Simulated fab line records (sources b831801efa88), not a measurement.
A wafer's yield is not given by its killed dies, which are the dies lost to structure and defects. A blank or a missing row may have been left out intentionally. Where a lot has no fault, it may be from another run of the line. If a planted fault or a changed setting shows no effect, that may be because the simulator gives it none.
What tool caused it? ; flow sky130 ; 42 wafers from 14 lots sampled at 4 of the route's 708 steps

## WHAT EACH GAUGE READ, for each wafer
SKY_METAL2_CD_MEAS_15: the cd target is 140 nm. Usual: 140.0 nm for cd-nm, sd 1.6.
lot;measured;on;cd-nm (nm);flag
L861;day 35 13:07;cd-sem-02;140.2 139.7 139.2;
L860;day 35 14:25;cd-sem-01;137.0 137.1 137.3;
L863;day 36 03:08;cd-sem-01;139.0 138.8 138.1;
L862;day 36 04:07;cd-sem-01;142.4 143.4 141.8;
L867;day 37 08:51;cd-sem-01;- - -;OFF
L866;day 37 12:10;cd-sem-02;- - -;OFF
L870;day 38 08:49;cd-sem-02;142.0 140.5 142.9;
L875;day 39 20:56;cd-sem-01;141.6 138.4 140.6;
L877;day 40 08:50;cd-sem-01;137.8 139.0 136.5;
L878;day 40 09:47;cd-sem-02;142.6 140.6 142.6;
L879;day 40 19:46;cd-sem-01;141.2 141.7 141.2;
L880;day 40 22:19;cd-sem-02;141.1 140.1 141.4;
L881;day 41 02:55;cd-sem-01;139.8 138.9 138.6;
L882;day 41 08:49;cd-sem-02;141.5 142.1 142.6;

## TOOL THAT RAN EACH LOT (tool first, then ch and the chambers of the sampled wafers, then the start)
lot;SKY_VIA1_ETCH_14;SKY_METAL2_SPUTTER_01;SKY_METAL2_DEVELOP_14
L861;rie-diel-01 ch 0,1,3, day 34 09:17;pvd-sputter-01, day 34 11:02;litho-track-01 ch 0, day 35 12:00
L860;rie-diel-01 ch 0,2,3, day 34 11:01;pvd-sputter-04, day 34 12:26;litho-track-03 ch 0, day 35 14:00
L863;rie-diel-01 ch 0,1,2, day 34 23:40;pvd-sputter-04, day 35 01:01;litho-track-01 ch 0, day 36 02:00
L862;rie-diel-01 ch 1,2,3, day 35 00:47;pvd-sputter-04, day 35 02:08;litho-track-02 ch 0, day 36 03:00
L867;rie-diel-01 ch 0,1,3, day 36 05:31;pvd-sputter-03, day 36 06:52;litho-track-02, day 37 08:00
L866;rie-diel-03 ch 0,1,3, day 36 08:20;pvd-sputter-03, day 36 09:41;litho-track-02, day 37 12:00
L870;rie-diel-03 ch 0,2, day 37 05:40;pvd-sputter-01, day 37 07:00;litho-track-03 ch 0, day 38 08:00
L875;rie-diel-01 ch 1,2, day 38 19:26;pvd-sputter-03, day 38 20:52;litho-track-01 ch 0, day 39 20:00
L877;rie-diel-03 ch 1,2, day 39 07:17;pvd-sputter-03, day 39 08:41;litho-track-02 ch 0, day 40 08:00
L878;rie-diel-01 ch 2,3, day 39 07:38;pvd-sputter-04, day 39 08:59;litho-track-01 ch 0, day 40 09:00
L879;rie-diel-04 ch 0,1, day 39 17:10;pvd-sputter-04, day 39 18:31;litho-track-02 ch 0, day 40 19:00
L880;rie-diel-01 ch 0,2,3, day 39 20:13;pvd-sputter-01, day 39 21:34;litho-track-03 ch 0, day 40 22:00
L881;rie-diel-03 ch 1,2,3, day 40 00:44;pvd-sputter-03, day 40 02:05;litho-track-02 ch 0, day 41 02:00
L882;rie-diel-03 ch 0,1,3, day 40 06:56;pvd-sputter-03, day 40 08:17;litho-track-02 ch 0, day 41 08:00
- SKY_VIA1_ETCH_14: etches BARC in N2/H2, stops on SiO2, time 45.9 s, target depth 60 nm.
- SKY_METAL2_SPUTTER_01: material TiN, target thk 20 nm, time 16.7 s.
- SKY_METAL2_DEVELOP_14: develop time 60 s.

## WHAT THE TOOLS THEMSELVES READ (means of the sampled wafers that have a number; where no wafer has one, the mark that the record gives instead)
SKY_VIA1_ETCH_14. Usual: drypump-motor-current-A 5.7 A, standard deviation 0.5; oes-product-au 0.855 a.u., standard deviation 0.0047; throttle-valve-pct 13.223 %, standard deviation 0.0083.
lot;tool;drypump-motor-current-A (A);oes-product-au (a.u.);throttle-valve-pct (%);flag
L861;rie-diel-01;5.6;0.855;13.231;
L860;rie-diel-01;5.4;0.855;13.220;
L863;rie-diel-01;5.9;0.849;13.231;
L862;rie-diel-01;5.6;0.860;13.225;
L867;rie-diel-01;5.6;0.855;13.222;
L866;rie-diel-03;6.1;0.852;13.223;
L870;rie-diel-03;6.1;0.857;13.225;
L875;rie-diel-01;6.1;0.854;13.224;
L877;rie-diel-03;6.0;0.856;13.220;
L878;rie-diel-01;5.3;0.851;13.223;
L879;rie-diel-04;5.4;0.855;13.226;
L880;rie-diel-01;5.4;0.857;13.216;
L881;rie-diel-03;6.0;0.854;13.220;
L882;rie-diel-03;6.1;0.856;13.221;

SKY_METAL2_SPUTTER_01. Usual: 30.4 % for throttle-valve-pct, sd 1.
lot;tool;throttle-valve-pct (%);flag
L861;pvd-sputter-01;29.5;
L860;pvd-sputter-04;31.6;
L863;pvd-sputter-04;31.0;
L862;pvd-sputter-04;31.2;
L867;pvd-sputter-03;29.9;
L866;pvd-sputter-03;29.0;
L870;pvd-sputter-01;29.6;
L875;pvd-sputter-03;30.8;
L877;pvd-sputter-03;29.8;
L878;pvd-sputter-04;31.3;
L879;pvd-sputter-04;30.8;
L880;pvd-sputter-01;29.7;
L881;pvd-sputter-03;30.2;
L882;pvd-sputter-03;30.7;

SKY_METAL2_DEVELOP_14. Usual: 23.01 C for chill-plate-temp-C, sd 0.1.
lot;tool;chill-plate-temp-C (C);flag
L861;litho-track-01;22.95;
L860;litho-track-03;23.04;
L863;litho-track-01;23.00;
L862;litho-track-02;22.85;
L867;litho-track-02;-;OFF
L866;litho-track-02;-;OFF
L870;litho-track-03;23.06;
L875;litho-track-01;22.95;
L877;litho-track-02;23.07;
L878;litho-track-01;23.04;
L879;litho-track-02;23.09;
L880;litho-track-03;22.96;
L881;litho-track-02;23.02;
L882;litho-track-02;23.00;

## THE ANSWER, worked out from the rows above alone
Rule: take the mean of a lot's wafers that have a number; if it is more than 3 standard deviations from the usual mean, the lot is off. Also off: a lot with no number at a reading for which 4 or more lots have one. Where the step has rows for the other lots, those lots are counted as sound. Order of review: gauges by route order, followed by the tools' own readings, for which a lot's mean as printed above is used. The first step at which some lot is off is used, and at that step the reading that is off furthest; a lot without a number counts as furthest.
Off: L867, L866 (SKY_METAL2_CD_MEAS_15, cd-nm). Without a number there: L867, L866.
A tool fits if, at a process step before that reading, it ran every lot that is off, and no sound lot after the first of them. Not tried: the gauges at SKY_METAL2_CD_MEAS_15; whatever is off there is also off at SKY_METAL2_DEVELOP_14, on other tools, and gauge error can't account for it. Not one of the candidates tried fits.

## WHAT THE SIMULATOR PUT IN
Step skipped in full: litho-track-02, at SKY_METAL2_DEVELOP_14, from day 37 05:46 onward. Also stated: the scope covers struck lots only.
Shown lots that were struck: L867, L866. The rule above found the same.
